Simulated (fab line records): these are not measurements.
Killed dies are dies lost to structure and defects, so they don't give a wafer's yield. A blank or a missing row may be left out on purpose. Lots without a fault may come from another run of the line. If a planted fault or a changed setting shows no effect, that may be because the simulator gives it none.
A lot that was struck, set against a sound lot    flow sky130    14 out of 708 route steps
Sound: these wafers, L308.1, L308.3, L308.5. Wafers struck: L320.2, L320.4, L320.6. At the end, the cause is stated.
Each step with rows lists, per side, the tool, then ch with its chambers, then its first start. Under that, the readings that differ: sound wafers    struck wafers    difference of the means    sigmas: that difference in standard deviations of wafers without a fault.
alike: a reading whose means differ by less than 2 such deviations, as well as words and numbers matching on both sides. not compared: withheld readings; readings where some wafer has no value; bounds like >300 that might hide an equal value; numbers whose values overlap and for which the record gives no deviation.
The two part at a step that has a row with sigmas, a row that says differs or no value, or rows on one side only. When numbers do not overlap yet have no deviation, they are printed without sigmas and do not part them. A reading that every wafer of one side lacks parts them only if that side has two wafers or more.

first, 2 steps without rows for these wafers: SKY_SALICIDE_CLEAN_00 (cleans in HF-last, time 30 s); SKY_LI_CONTACT_HDPCVD_00 (deposits PSG, target thk 930 nm, time 155 s).
SKY_LI_CONTACT_THK_MEAS_01:
  struck on film_metro-03, day 31 21:49; sound on film_metro-03, day 27 09:43
  alike: LI_CONTACT_HDPCVD_THK
SKY_LI_CONTACT_CMP_02: polishes PSG.
  sound on cmp-02 ch 1,2, day 27 09:46; struck on cmp-01 ch 0,1,3, day 31 21:52
  alike: edge_zone_pressure_frac, motor_current_A, time_to_endpoint_s
SKY_LI_CONTACT_BOW_MEAS_03:
  struck on film_metro-03, day 31 22:11; sound on film_metro-02, day 27 10:04
  alike: LI_CONTACT_BOW
then, 7 steps without rows for these wafers: SKY_LI_CONTACT_DEHYDRATE_04 (time 60 s); SKY_LI_CONTACT_HMDS_05 (prime time 60 s); SKY_LI_CONTACT_COAT_06 (resist thk 60 nm); SKY_LI_CONTACT_COAT_07 (resist thk 450 nm); SKY_LI_CONTACT_SOFTBAKE_08 (time 90 s); SKY_LI_CONTACT_EXPOSE_09 (exposes mask LICM1, target cd 170 nm); SKY_LI_CONTACT_PEB_10.
SKY_LI_CONTACT_DEVELOP_11: develop time 60 s.
  struck on litho_track-03, day 33 00:00; sound on litho_track-03 ch 0, day 28 14:00
  no value came back on the struck wafers for chill_plate_temp_C (C), develop_time_s (s); on the sound wafers chill_plate_temp_C (C) reads 23.05 22.86 22.99
reading                                            sound              struck             difference  sigmas
model.KrF-thick_of_LI_CONTACT_COAT_07.thk_nm (nm)  434.7 435.7 435.9  450.6 449.7 450.7  +14.9       
SKY_LI_CONTACT_CD_MEAS_12: the cd target is 170 nm.
  struck on cd_sem-01, day 33 01:08; sound on cd_sem-01, day 28 14:23
reading     sound              struck  difference                     sigmas
cd_nm (nm)  170.1 170.0 169.1  - - -   no value on the struck wafers  

## WHERE THEY PART
First at SKY_LI_CONTACT_DEVELOP_11; last, within this record, at SKY_LI_CONTACT_CD_MEAS_12.

WHY: what the simulator had put in
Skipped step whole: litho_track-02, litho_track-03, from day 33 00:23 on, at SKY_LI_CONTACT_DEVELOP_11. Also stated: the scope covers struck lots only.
